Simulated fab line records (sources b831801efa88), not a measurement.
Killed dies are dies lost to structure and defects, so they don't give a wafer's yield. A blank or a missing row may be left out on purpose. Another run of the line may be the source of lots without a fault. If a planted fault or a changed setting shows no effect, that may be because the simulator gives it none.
Chamber matching + flow sky130 + 4 sister chambers for SKY_LI_CONTACT_CMP_24 on cmp-02
The step polishes, stops on PSG, t overpolish 20 s, target thk 0 nm. 4 wafers are shown with their chamber, then 12 later ones without.

## WAFERS WITH THEIR CHAMBER
| wafer  | chamber | motorCurrentA (A) |
|--------|---------|-------------------|
| L089.4 | 1       | 10.0              |
| L092.4 | 2       | 12.9              |
| L097.5 | 3       | 11.5              |
| L097.6 | 0       | 10.1              |

## WAFERS WITH NO CHAMBER GIVEN
| wafer  | motorCurrentA (A) |
|--------|-------------------|
| L094.2 | 10.2              |
| L094.3 | 11.4              |
| L094.4 | 10.4              |
| L094.1 | 13.5              |
| L094.5 | 12.7              |
| L094.6 | 10.4              |
| L096.1 | 9.7               |
| L096.2 | 12.8              |
| L096.5 | 10.6              |
| L095.1 | 12.7              |
| L095.3 | 10.0              |
| L095.5 | 9.7               |

## THE CHAMBER EACH PASSED THROUGH
| wafer  | from the rows above          | in truth |
|--------|------------------------------|----------|
| L094.2 | can't be placed: 0 or 1      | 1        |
| L094.3 | 3                            | 3        |
| L094.4 | can't be placed: 0 or 1      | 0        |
| L094.1 | 2                            | 2        |
| L094.5 | 2                            | 2        |
| L094.6 | can't be placed: 0 or 1      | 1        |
| L096.1 | can't be placed: 1 or 0      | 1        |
| L096.2 | 2                            | 2        |
| L096.5 | can't be placed: 0 or 1 or 3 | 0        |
| L095.1 | 2                            | 2        |
| L095.3 | can't be placed: 1 or 0      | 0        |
| L095.5 | can't be placed: 1 or 0      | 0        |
Placed correctly: 5 of 12. Cannot be placed on the basis of these rows: 7; the candidates contain the true chamber in 7. 0 placed wrongly.
How it was worked out, from the rows above alone: a wafer's distance from a chamber is the root of the sum, over the readings, of the square of ((its reading less the chamber's mean) divided by the reading's scatter). The wafer belongs to the nearest chamber; if the next one is less than 2 further off, it can't be placed. The mean given for a chamber averages the wafers shown for that chamber. The scatter: root of mean squared gap, hidden wafer to nearest shown wafer, with one shown wafer a chamber.
